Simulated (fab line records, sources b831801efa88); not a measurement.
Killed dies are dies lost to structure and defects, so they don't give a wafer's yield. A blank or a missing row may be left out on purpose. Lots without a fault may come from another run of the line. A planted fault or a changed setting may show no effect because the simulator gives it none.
fab line records | flow gf180mcu
record lots=5 wafers=15 last_day=34
route steps=602 shown STI@24 DNWELL@32 NWELL@42 LVPWELL@54
lots that met no fault: from a run of the same line without faults
start_h: hours from the record's first day to the start of the lot's first wafer shown | wait_h: hours since the lot's step before | " the same as in the row above | L1.1+2: a row that stands for several wafers | - no value, or no start given | * or withheld: withheld | < > ~ a bound
route shown NAME@n: a module of which the file shows steps, and the number in the route of the first | usual: mean/standard deviation of fault-free wafers | same: alike in all rows | chamber/n: place in a boat | sites: the reading at each site | _std_site: their standard deviation | _edge_site: outer sites' mean less inner sites' | radius_mm: how far each site lies from the wafer's centre | mask NAME#n: copy n | behind: the tool/chamber that last shaped the wafer | hold: why the lot was held/for how many hours/how that ended | device: the transistor (n, p or np) that didn't switch | end of line: the same wafers' tests at the end of the route | a step without rows: its recipe alone | killed: dies lost to structure and defects at the first sort, not the wafer's yield | map: a wafer's dies, x killed, . not, _ none there
set.NAME: the setting as run; set.NAME@STEP: as run at that earlier step | model.NAME: the simulator's own value behind a step, which no gauge read
lots at some steps of the route; a table a step, a row a wafer
services: from which hour (start_h, from the record's first day; less than 0 if before it) a tool's chamber was out of use, for how many hours, and why
## steps
# step GF_STI_CVD_23
# recipe material=SiO2 target_thk_nm=650 sigma_open_frac=0.3 time_s=108.3 temp_c=600 sih4_flow_sccm=60 pressure_mtorr=6
# step GF_STI_THK_MEAS_24
# recipe reads=SiO2_of_STI_CVD_23
# usual STI_CVD_23_THK=651/6.2
# columns lot.wafer tool chamber start_h wait_h STI_CVD_23_THK[nm]
L309.4 film_metro-03 - 54.51 0.0 644
L309.5 " - " " 653
L309.6 " - " " 650
L310.2 film_metro-02 - 58.15 0.0 655
L310.3 " - " " 655
L310.5 " - " " 659
L312.1 film_metro-03 - 70.70 0.0 653
L312.5 " - " " 650
L312.6 " - " " 652
L324.1 film_metro-03 - 132.31 0.0 653
L324.2 " - " " 657
L324.6 " - " " 647
L327.1 film_metro-04 - 146.55 0.0 643
L327.3 " - " " 650
L327.4 " - " " 654
# step GF_STI_CMP_25
# recipe stop_on=Si3N4 t_overpolish_s=33 down_force_psi=4 platen_rpm=60 target_thk_nm=524.6 pad_velocity_m_s=0.94248
# usual head_pressure_psi=4.000/0.0095 motor_current_A=11.9/1.3 overpolish_run_s=33.000/0.0096 slurry_flow_ml_min=150.0/0.47 time_to_endpoint_s=123/5.4
# columns lot.wafer tool chamber start_h wait_h head_pressure_psi motor_current_A overpolish_run_s slurry_flow_ml_min time_to_endpoint_s
L309.4 cmp-02 2 54.69 0.2 4.009 12.7 33.007 150.3 131
L309.5 " 3 " " 4.003 9.6 33.000 150.5 131
L309.6 " 0 " " 4.016 11.4 32.995 149.7 130
L310.2 cmp-01 3 58.30 0.1 3.999 13.9 32.998 150.4 120
L310.3 " 0 " " 4.000 10.6 33.000 149.6 114
L310.5 " 1 " " 3.994 11.7 33.001 149.9 123
L312.1 cmp-01 3 70.86 0.1 3.995 14.1 33.001 149.8 123
L312.5 " 1 " " 4.007 11.6 33.009 150.3 120
L312.6 " 2 " " 3.996 12.9 32.997 150.3 119
L324.2 cmp-02 3 132.37 0.0 4.014 9.6 32.990 150.0 127
L324.1 " 1 " " 3.994 12.9 32.996 150.2 127
L324.6 " 3 " " 3.991 9.8 33.011 150.3 122
L327.1 cmp-02 0 146.61 0.1 3.991 11.9 32.994 149.7 127
L327.3 " 1 " " 3.996 13.4 32.986 149.7 124
L327.4 " 3 " " 4.001 10.0 33.021 150.2 120
# step GF_STI_WET_ETCH_26
# recipe chemistry=dHF target_depth_nm=94 target=SiO2 temp_c=25 dilution=10:1 time_s=188
# step GF_STI_WET_ETCH_27
# recipe chemistry=H3PO4 target_depth_nm=160 target=Si3N4 temp_c=160 time_s=1825
# step GF_STI_WET_ETCH_28
# recipe chemistry=dHF target_depth_nm=20 dry=ipa_marangoni target=SiO2 temp_c=25 dilution=10:1 time_s=40
# step GF_STI_OXIDATION_29
# recipe temp_c=900 ambient=O2 stabilise_s=600 purge_s=300 target_thk_a=100 ox_time_s=1418
# step GF_STI_THK_MEAS_30
# recipe reads=SiO2_of_STI_OXIDATION_29
# usual STI_OXIDATION_02_THK=10.09/0.2
# columns lot.wafer tool chamber start_h wait_h STI_OXIDATION_02_THK[nm]
L309.4 film_metro-03 - 56.86 0.0 10.02
L309.5 " - " " 9.86
L309.6 " - " " 10.25
L310.2 film_metro-02 - 60.51 0.0 9.94
L310.3 " - " " 9.90
L310.5 " - " " 9.63
L312.1 film_metro-03 - 73.11 0.0 10.28
L312.5 " - " " 10.31
L312.6 " - " " 10.30
L324.1 film_metro-03 - 134.66 0.0 9.90
L324.2 " - " " 9.95
L324.6 " - " " 9.97
L327.1 film_metro-02 - 149.36 0.0 9.84
L327.3 " - " " 10.00
L327.4 " - " " 9.81
# step GF_DNWELL_DEHYDRATE_00
# recipe temp_c=200 time_s=60
# step GF_DNWELL_HMDS_01
# recipe prime_time_s=60 prime_temp_c=120
# step GF_DNWELL_COAT_02
# recipe spin_rpm=2000 resist_thk_nm=3000
# step GF_DNWELL_SOFTBAKE_03
# recipe temp_c=110 time_s=withheld
# step GF_DNWELL_EXPOSE_04
# recipe mask_id=DNWELL target_cd_nm=1700 na=0.6 source_shape=conventional sigma_outer=0.6 dose_mj=260
# usual focus_offset_nm=0.0/0.49
# columns lot.wafer tool chamber start_h wait_h mask focus_offset_nm
L309.4 iline_stepper-01 0 63.62 - DNWELL#0 0.3
L309.5 " 0 " " DNWELL#0 0.7
L309.6 " 0 " " DNWELL#0 0.6
L310.2 iline_stepper-01 0 67.46 - DNWELL#0 -0.8
L310.3 " 0 " " DNWELL#0 -0.6
L310.5 " 0 " " DNWELL#0 -0.2
L312.1 iline_stepper-01 0 79.59 - Nwell#0 -0.5
L312.5 " 0 " " Nwell#0 -0.1
L312.6 " 0 " " Nwell#0 -0.1
L324.1 iline_stepper-02 0 142.74 - DNWELL#0 0.1
L324.2 " 0 " " DNWELL#0 -0.5
L324.6 " 0 " " DNWELL#0 -0.1
L327.1 iline_stepper-02 0 156.96 - DNWELL#0 -0.5
L327.3 " 0 " " DNWELL#0 -0.6
L327.4 " 0 " " DNWELL#0 0.0
# step GF_DNWELL_PEB_05
# recipe temp_c=115 time_s=withheld
# step GF_DNWELL_DEVELOP_06
# recipe wall_angle_deg=90 develop_time_s=60 dev_temp_c=23
# step GF_DNWELL_IMPLANT_07
# recipe species=P energy_kev=1500 dose_cm2=1e+13 tilt_deg=0
# step GF_DNWELL_STRIP_08
# recipe chemistry=O2/N2 power_w=1400 pressure_mtorr=1500 platen_temp_c=250 o2_flow_sccm=3000 n2_flow_sccm=300 overash_fraction=0.5
# usual drypump_motor_current_A=6.0/0.48 heater_power_w=310/25 oes_product_au=0.723/0.0046 strip_time_to_endpoint_s=36.98/0.09
# columns lot.wafer tool chamber start_h wait_h drypump_motor_current_A heater_power_w oes_product_au rf_hours_counter_h strip_time_to_endpoint_s
L309.4 plasma_asher-04 0 70.23 0.1 5.3 329 0.722 - 36.88
L309.5 " 1 " " 5.8 269 0.721 - 36.89
L309.6 " 0 " " 5.4 334 0.725 - 36.85
L310.2 plasma_asher-01 1 74.05 0.1 6.6 288 0.713 39 37.15
L310.3 " 0 " " 6.7 313 0.720 - 37.10
L310.5 " 0 " " 6.7 309 0.718 - 37.13
L312.1 plasma_asher-01 0 86.25 0.1 6.7 318 0.721 40 37.02
L312.5 " 1 " " 6.6 292 0.725 - 36.87
L312.6 " 0 " " 6.7 316 0.722 - 37.05
L324.1 plasma_asher-03 1 150.61 0.1 6.2 313 0.718 52 37.15
L324.2 " 0 " " 6.0 339 0.726 52 37.05
L324.6 " 1 " " 6.1 325 0.721 - 37.13
L327.1 plasma_asher-01 0 165.56 0.1 6.7 307 0.723 4 36.92
L327.3 " 0 " " 6.7 313 0.723 - 36.98
L327.4 " 1 " " 6.5 310 0.721 - 36.93
# step GF_DNWELL_TW_MEAS_09
# usual DNWELL_TW=1348/21
# columns lot.wafer tool chamber start_h wait_h DNWELL_TW
L309.4 film_metro-02 - 70.32 0.1 1370
L309.5 " - " " 1370
L309.6 " - " " 1373
L310.2 film_metro-01 - 74.16 0.1 1315
L310.3 " - " " 1313
L310.5 " - " " 1318
L312.1 film_metro-02 - 86.35 0.1 31
L312.5 " - " " 31
L312.6 " - " " 31
L324.1 film_metro-02 - 150.71 0.1 1357
L324.2 " - " " 1358
L324.6 " - " " 1365
L327.1 film_metro-01 - 165.66 0.1 1319
L327.3 " - " " 1317
L327.4 " - " " 1316
# step GF_NWELL_DEHYDRATE_00
# recipe temp_c=200 time_s=60
# step GF_NWELL_HMDS_01
# recipe prime_time_s=60 prime_temp_c=120
# step GF_NWELL_COAT_02
# recipe spin_rpm=2000 resist_thk_nm=3000
# step GF_NWELL_SOFTBAKE_03
# recipe temp_c=110 time_s=withheld
# step GF_NWELL_EXPOSE_04
# recipe mask_id=Nwell target_cd_nm=860 na=0.6 source_shape=conventional sigma_outer=0.6 dose_mj=260
# step GF_NWELL_PEB_05
# recipe temp_c=115 time_s=withheld
# step GF_NWELL_DEVELOP_06
# recipe wall_angle_deg=90 develop_time_s=60 dev_temp_c=23
# step GF_NWELL_OVL_MEAS_07
# usual NWELL_OVL=0.5/1.3
# columns lot.wafer tool chamber start_h wait_h NWELL_OVL[nm]
L309.4 overlay-01 - 83.41 - 1.8
L309.5 " - " " -0.4
L309.6 " - " " 0.2
L310.2 overlay-02 - 87.06 - -0.6
L310.3 " - " " 0.9
L310.5 " - " " 1.0
L312.1 overlay-01 - 99.85 - 0.4
L312.5 " - " " 0.2
L312.6 " - " " -0.9
L324.1 overlay-02 - 166.75 - 0.1
L324.2 " - " " -0.6
L324.6 " - " " 0.5
L327.1 overlay-02 - 182.39 - 0.9
L327.3 " - " " 1.0
L327.4 " - " " -0.2
# step GF_NWELL_IMPLANT_08
# recipe species=P energy_kev=450 dose_cm2=1.5e+13 tilt_deg=0
# step GF_NWELL_IMPLANT_09
# recipe species=P energy_kev=160 dose_cm2=4e+12 tilt_deg=0
# step GF_NWELL_STRIP_10
# recipe chemistry=O2/N2 power_w=1400 pressure_mtorr=1500 platen_temp_c=250 o2_flow_sccm=3000 n2_flow_sccm=300 overash_fraction=0.5
# usual drypump_motor_current_A=5.92/0.29 heater_power_w=325/31 oes_product_au=0.722/0.0046 strip_time_to_endpoint_s=36.99/0.099
# columns lot.wafer tool chamber start_h wait_h drypump_motor_current_A heater_power_w oes_product_au rf_hours_counter_h strip_time_to_endpoint_s
L309.4 plasma_asher-02 1 83.76 0.1 6.04 317 0.720 - 37.03
L309.5 " 0 " " 6.22 365 0.723 - 37.06
L309.6 " 1 " " 6.05 319 0.723 - 36.98
L310.2 plasma_asher-04 1 87.39 0.1 5.80 264 0.725 42 36.87
L310.3 " 1 " " 5.81 272 0.724 - 37.03
L310.5 " 1 " " 5.82 271 0.723 - 36.79
L312.1 plasma_asher-03 0 100.19 0.1 5.99 343 0.722 46 36.89
L312.5 " 0 " " 5.94 348 0.726 - 36.96
L312.6 " 1 " " 6.18 318 0.720 - 36.93
L324.1 plasma_asher-02 0 167.08 0.1 6.25 366 0.723 38 36.93
L324.2 " 1 " " 6.08 324 0.725 38 36.91
L324.6 " 0 " " 6.28 368 0.724 - 36.97
L327.1 plasma_asher-03 0 182.73 0.1 5.96 352 0.725 55 36.84
L327.3 " 0 " " 5.99 354 0.726 - 36.92
L327.4 " 1 " " 6.10 325 0.721 - 36.78
# step GF_NWELL_TW_MEAS_11
# usual NWELL_TW=1568/19
# columns lot.wafer tool chamber start_h wait_h NWELL_TW
L309.4 film_metro-04 - 83.86 0.1 1588
L309.5 " - " " 1595
L309.6 " - " " 1587
L310.2 film_metro-01 - 87.50 0.1 1548
L310.3 " - " " 1550
L310.5 " - " " 1549
L312.1 film_metro-04 - 100.29 0.1 1858
L312.5 " - " " 1859
L312.6 " - " " 1859
L324.1 film_metro-01 - 167.18 0.1 1538
L324.2 " - " " 1545
L324.6 " - " " 1531
L327.1 film_metro-04 - 182.83 0.1 1583
L327.3 " - " " 1591
L327.4 " - " " 1589
# step GF_LVPWELL_DEHYDRATE_00
# recipe temp_c=200 time_s=60
## services
# columns tool chamber start_h hours kind
cmp-02 - 64.17 4.0 pm
cmp-02 - 68.17 - consumable_replace:conditioner
cmp-02 - 68.17 - consumable_replace:pad
cmp-02 - 75.73 4.8 repair
cmp-01 - 96.31 3.0 repair
plasma_asher-01 - 108.75 9.0 pm
plasma_asher-01 0 108.75 9.0 vent_cycle
plasma_asher-01 1 108.75 9.0 vent_cycle
plasma_asher-01 0 117.75 - clean
plasma_asher-01 1 117.75 - clean
plasma_asher-02 - 120.37 2.3 repair
plasma_asher-04 - 127.57 2.1 repair
plasma_asher-01 - 129.52 0.8 repair
iline_stepper-02 - 133.23 1.7 pm
cmp-02 - 134.76 0.8 repair
iline_stepper-02 0 139.40 - calibration
cmp-02 - 139.77 5.8 repair
cmp-02 - 149.79 2.5 repair
cmp-01 - 150.02 2.8 repair
plasma_asher-04 - 168.42 3.3 repair
iline_stepper-01 - 169.74 1.7 pm
## key
first_sign step=GF_DNWELL_EXPOSE_04 reading=mask direction=changed
effect step=GF_DNWELL_TW_MEAS_09 reading=DNWELL_TW direction=down sigmas=64 usual=1348 struck=31
effect step=GF_NWELL_TW_MEAS_11 reading=NWELL_TW direction=up sigmas=15 usual=1568 struck=1859
met_at GF_DNWELL_EXPOSE_04
struck_wafers L312.1,L312.5,L312.6
sort_left_out L312.1,L312.5,L312.6
tester_left_out L312
onset_between 67.46 79.59
fault kind=wrong_mask tool=any chamber=- onset_h=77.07 steps=GF_DNWELL_EXPOSE_04 aux_copy=Nwell#0 scope=struck_lots_only
# tester_left_out: of these lots the tester's yield and bins aren't shown, on N5 and GAA mostly nor the transistor test; their killed dies are dies lost to structure and defects alone, not to doping, threshold or leakage, so they don't give the yield
# sort_left_out: the simulated sort isn't trusted on such a fault, so these wafers' sort isn't shown, and their yield isn't known
